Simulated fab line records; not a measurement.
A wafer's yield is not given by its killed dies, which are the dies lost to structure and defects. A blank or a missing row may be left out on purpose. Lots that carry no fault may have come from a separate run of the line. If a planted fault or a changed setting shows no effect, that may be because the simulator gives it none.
fab line records | flow sky130
record: lots: 14 | wafers: 42 | lastDay: 51
route steps=708 shown METAL3@564 VIA4@640 PASSIVATION@682
lots untouched by any fault: they come from a run of this same line in which no faults occurred
startH: the number of hours between the record's first day and the start of the first shown wafer of the lot | waitH: how many hours have passed since the lot's step before this one | " as in the row above | L1.1+2: one row covering several wafers at once | - value missing, or start not given | * or withheld: withheld | < > ~ a bound
route shown NAME@n: NAME is a module with steps in the file, n the number in the route of the first one | usual: mean/standard deviation taken from wafers without a fault | same: alike in all rows | chamber/n: place in a boat | sites: per-site readings | _std_site: standard deviation across them | _edge_site: mean of outer sites minus mean of inner sites | radiusMm: how far each site lies from the wafer's centre | mask NAME#n: copy n | behind: tool/chamber where the wafer was last shaped | hold: reason for holding the lot/hours on hold/outcome of the hold | device: the transistor (n, p or np) that didn't switch | end of line: tests run on the same wafers once the route is complete | a step with no rows: only its recipe | killed: not the wafer's yield, but the dies lost to structure and defects at the first sort | map: per-die view of a wafer (x killed, . not killed, _ where there is no die)
set.NAME: the run value of the setting; set.NAME@STEP: its run value at that earlier step | model.NAME: the simulator's own value behind a step, which no gauge read
steps of the route over a sample of lots; a table a step, a row a wafer
== steps ==
step: SKY_METAL3_OVL_MEAS_14
usual: METAL3_OVL: 3/5.3
lot.wafer | tool       | chamber | startH  | waitH | METAL3_OVL[nm]
L792.1    | overlay-02 | -       | 896.88  | 0.1   | 6
L792.2    | "          | -       | "       | "     | 4
L792.3    | "          | -       | "       | "     | 5
L794.1    | overlay-02 | -       | 928.68  | 0.1   | 0
L794.5    | "          | -       | "       | "     | -3
L794.6    | "          | -       | "       | "     | -1
L797.3    | overlay-01 | -       | 929.54  | 0.1   | 1
L797.4    | "          | -       | "       | "     | 3
L797.5    | "          | -       | "       | "     | 7
L798.3    | overlay-01 | -       | 941.75  | 0.1   | 9
L798.5    | "          | -       | "       | "     | 6
L798.6    | "          | -       | "       | "     | 0
L800.2    | overlay-02 | -       | 964.13  | 0.1   | -2
L800.4    | "          | -       | "       | "     | 4
L800.5    | "          | -       | "       | "     | 7
L802.3    | overlay-01 | -       | 965.84  | 0.1   | 0
L802.4    | "          | -       | "       | "     | 5
L802.6    | "          | -       | "       | "     | 4
L801.1    | overlay-02 | -       | 968.78  | 0.1   | 4
L801.2    | "          | -       | "       | "     | 1
L801.5    | "          | -       | "       | "     | 8
L807.2    | overlay-01 | -       | 1004.78 | 0.1   | -2
L807.3    | "          | -       | "       | "     | 0
L807.5    | "          | -       | "       | "     | -4
L808.1    | overlay-01 | -       | 1013.96 | 0.1   | -6
L808.3    | "          | -       | "       | "     | -11
L808.4    | "          | -       | "       | "     | -8
L810.3    | overlay-01 | -       | 1021.64 | 0.1   | 8
L810.4    | "          | -       | "       | "     | -4
L810.6    | "          | -       | "       | "     | -2
L811.1    | overlay-01 | -       | 1041.98 | 0.1   | 9
L811.2    | "          | -       | "       | "     | 7
L811.3    | "          | -       | "       | "     | 13
L813.1    | overlay-01 | -       | 1059.63 | 0.1   | 2
L813.3    | "          | -       | "       | "     | 2
L813.6    | "          | -       | "       | "     | 6
L815.1    | overlay-02 | -       | 1083.08 | 0.1   | 1
L815.2    | "          | -       | "       | "     | -11
L815.4    | "          | -       | "       | "     | -6
L814.1    | overlay-01 | -       | 1083.43 | 0.1   | 0
L814.3    | "          | -       | "       | "     | -2
L814.4    | "          | -       | "       | "     | 5
step: SKY_VIA4_THK_MEAS_01
recipe: reads: SiO2_of_VIA4_HDPCVD_00
usual: VIA4_HDPCVD_THK: 1754/14
lot.wafer | tool         | chamber | startH  | waitH | VIA4_HDPCVD_THK[nm]
L792.1    | filmMetro-02 | -       | 974.32  | 0.1   | 1741
L792.2    | "            | -       | "       | "     | 1754
L792.3    | "            | -       | "       | "     | 1740
L794.1    | filmMetro-03 | -       | 1001.63 | 0.1   | 1741
L794.5    | "            | -       | "       | "     | 1765
L794.6    | "            | -       | "       | "     | 1744
L797.3    | filmMetro-02 | -       | 1004.07 | 0.1   | 1737
L797.4    | "            | -       | "       | "     | 1767
L797.5    | "            | -       | "       | "     | 1734
L798.3    | filmMetro-01 | -       | 1017.69 | 0.1   | 1752
L798.5    | "            | -       | "       | "     | 1745
L798.6    | "            | -       | "       | "     | 1757
L800.2    | filmMetro-01 | -       | 1041.91 | 0.3   | 1757
L800.4    | "            | -       | "       | "     | 1766
L800.5    | "            | -       | "       | "     | 1767
L802.3    | filmMetro-03 | -       | 1042.87 | 0.1   | 1747
L802.4    | "            | -       | "       | "     | 1758
L802.6    | "            | -       | "       | "     | 1756
L801.1    | filmMetro-03 | -       | 1043.82 | 0.1   | 1748
L801.2    | "            | -       | "       | "     | 1761
L801.5    | "            | -       | "       | "     | 1766
L807.2    | filmMetro-01 | -       | 1074.21 | 0.1   | 1776
L807.3    | "            | -       | "       | "     | 1777
L807.5    | "            | -       | "       | "     | 1786
L808.1    | filmMetro-03 | -       | 1085.55 | 0.1   | 1750
L808.3    | "            | -       | "       | "     | 1750
L808.4    | "            | -       | "       | "     | 1740
L810.3    | filmMetro-03 | -       | 1092.46 | 0.1   | 1747
L810.4    | "            | -       | "       | "     | 1738
L810.6    | "            | -       | "       | "     | 1776
L811.1    | filmMetro-01 | -       | 1110.98 | 0.1   | 1728
L811.2    | "            | -       | "       | "     | 1750
L811.3    | "            | -       | "       | "     | 1753
L813.1    | filmMetro-03 | -       | 1126.36 | 0.1   | 1779
L813.3    | "            | -       | "       | "     | 1754
L813.6    | "            | -       | "       | "     | 1761
L815.1    | filmMetro-03 | -       | 1146.82 | 0.1   | 1763
L815.2    | "            | -       | "       | "     | 1773
L815.4    | "            | -       | "       | "     | 1752
L814.1    | filmMetro-03 | -       | 1147.93 | 0.1   | 1738
L814.3    | "            | -       | "       | "     | 1754
L814.4    | "            | -       | "       | "     | 1737
step: SKY_VIA4_DEVELOP_10
recipe: resist: NOVOLAK | developer: TMAH | developTimeS: 60 | devTempC: 23
usual: chillPlateTempC: 23.00/0.11 | developTimeS: 60/0
lot.wafer | tool          | chamber | startH  | waitH | chillPlateTempC | developTimeS
L792.1    | lithoTrack-04 | 0       | 997.91  | 0.1   | 23.24           | 60
L792.2    | "             | 0       | "       | "     | 23.01           | 60
L792.3    | "             | 0       | "       | "     | 22.93           | 60
L794.1    | lithoTrack-03 | 0       | 1023.86 | 0.1   | 23.01           | 60
L794.5    | "             | 0       | "       | "     | 22.83           | 60
L794.6    | "             | 0       | "       | "     | 22.94           | 60
L797.3    | lithoTrack-01 | 0       | 1026.06 | 0.1   | 22.92           | 60
L797.4    | "             | 0       | "       | "     | 22.91           | 60
L797.5    | "             | 0       | "       | "     | 23.00           | 60
L798.3    | lithoTrack-01 | 0       | 1040.51 | 0.1   | 22.94           | 60
L798.5    | "             | 0       | "       | "     | 22.99           | 60
L798.6    | "             | 0       | "       | "     | 22.97           | 60
L800.2    | lithoTrack-01 | 0       | 1063.88 | 0.1   | 23.20           | 60
L800.4    | "             | 0       | "       | "     | 23.20           | 60
L800.5    | "             | 0       | "       | "     | 23.12           | 60
L802.3    | lithoTrack-01 | 0       | 1064.21 | 0.1   | 23.20           | 60
L802.4    | "             | 0       | "       | "     | 23.18           | 60
L802.6    | "             | 0       | "       | "     | 23.28           | 60
L801.1    | lithoTrack-04 | 0       | 1065.56 | 0.1   | 23.07           | 60
L801.2    | "             | 0       | "       | "     | 23.14           | 60
L801.5    | "             | 0       | "       | "     | 23.17           | 60
L807.2    | lithoTrack-01 | 0       | 1094.43 | 0.1   | 23.04           | 60
L807.3    | "             | 0       | "       | "     | 23.00           | 60
L807.5    | "             | 0       | "       | "     | 23.08           | 60
L808.1    | lithoTrack-03 | 0       | 1105.92 | 0.1   | 22.88           | 60
L808.3    | "             | 0       | "       | "     | 22.99           | 60
L808.4    | "             | 0       | "       | "     | 22.91           | 60
L810.3    | lithoTrack-01 | -       | 1112.56 | 0.1   | -               | -
L810.4    | "             | -       | "       | "     | -               | -
L810.6    | "             | -       | "       | "     | -               | -
L811.1    | lithoTrack-04 | -       | 1130.86 | 0.1   | -               | -
L811.2    | "             | -       | "       | "     | -               | -
L811.3    | "             | -       | "       | "     | -               | -
L813.1    | lithoTrack-03 | 0       | 1145.07 | 0.1   | 22.92           | 60
L813.3    | "             | 0       | "       | "     | 22.91           | 60
L813.6    | "             | 0       | "       | "     | 22.98           | 60
L815.1    | lithoTrack-04 | 0       | 1164.01 | 0.1   | 23.07           | 60
L815.2    | "             | 0       | "       | "     | 23.09           | 60
L815.4    | "             | 0       | "       | "     | 23.08           | 60
L814.1    | lithoTrack-04 | 0       | 1165.11 | 0.1   | 23.06           | 60
L814.3    | "             | 0       | "       | "     | 22.94           | 60
L814.4    | "             | 0       | "       | "     | 22.95           | 60
step: SKY_PASSIVATION_THK_MEAS_01
recipe: reads: SiO2_of_PASSIVATION_CVD_00
usual: PASSIVATION_CVD_00_THK: 89.8/1.2
lot.wafer | tool         | chamber | startH  | waitH | PASSIVATION_CVD_00_THK[nm]
L792.1    | filmMetro-01 | -       | 1023.40 | -     | 89.2
L792.2    | "            | -       | "       | "     | 88.0
L792.3    | "            | -       | "       | "     | 90.4
L794.1    | filmMetro-04 | -       | 1049.07 | -     | 89.0
L794.5    | "            | -       | "       | "     | 90.5
L794.6    | "            | -       | "       | "     | 88.8
L797.3    | filmMetro-04 | -       | 1050.35 | -     | 90.0
L797.4    | "            | -       | "       | "     | 90.5
L797.5    | "            | -       | "       | "     | 91.5
L798.3    | filmMetro-01 | -       | 1064.61 | -     | 87.5
L798.5    | "            | -       | "       | "     | 89.8
L798.6    | "            | -       | "       | "     | 89.8
L800.2    | filmMetro-02 | -       | 1087.51 | -     | 89.8
L800.4    | "            | -       | "       | "     | 91.4
L800.5    | "            | -       | "       | "     | 92.4
L802.3    | filmMetro-04 | -       | 1087.77 | -     | 89.8
L802.4    | "            | -       | "       | "     | 89.9
L802.6    | "            | -       | "       | "     | 91.5
L801.1    | filmMetro-02 | -       | 1089.55 | -     | 87.9
L801.2    | "            | -       | "       | "     | 88.2
L801.5    | "            | -       | "       | "     | 89.1
L807.2    | filmMetro-01 | -       | 1116.44 | -     | 89.2
L807.3    | "            | -       | "       | "     | 88.1
L807.5    | "            | -       | "       | "     | 88.5
L808.1    | filmMetro-04 | -       | 1128.75 | -     | 89.1
L808.3    | "            | -       | "       | "     | 90.1
L808.4    | "            | -       | "       | "     | 90.3
L813.1    | filmMetro-02 | -       | 1164.75 | -     | 89.0
L813.3    | "            | -       | "       | "     | 89.6
L813.6    | "            | -       | "       | "     | 90.4
L815.1    | filmMetro-04 | -       | 1182.87 | -     | 91.0
L815.2    | "            | -       | "       | "     | 89.7
L815.4    | "            | -       | "       | "     | 92.2
L814.1    | filmMetro-01 | -       | 1183.31 | -     | 90.4
L814.3    | "            | -       | "       | "     | 89.9
L814.4    | "            | -       | "       | "     | 92.4
== key ==
firstSign: step: SKY_VIA4_DEVELOP_10 | reading: toolRecord | direction: missing
effect none on later readings
metAt SKY_VIA4_DEVELOP_10
struckLots L810,L811
laterRowsLeftOut L810.3,L810.4,L810.6,L811.1,L811.2,L811.3
sortLeftOut L810.3,L810.4,L810.6,L811.1,L811.2,L811.3
notActingAt SKY_METAL3_OVL_MEAS_14,SKY_VIA4_THK_MEAS_01,SKY_PASSIVATION_THK_MEAS_01
onsetBetween 1094.43 1112.56
fault: kind: skippedStepWhole | tool: lithoTrack-01,lithoTrack-04 | chamber: - | onsetH: 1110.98 | steps: SKY_VIA4_DEVELOP_10 | scope: struckLotsOnly
sortLeftOut: the simulated sort isn't trusted on such a fault, so these wafers' sort isn't shown, and their yield isn't known
laterRowsLeftOut: the simulator's readings of these wafers behind a module that went badly wrong aren't trusted and aren't shown, but for the sort
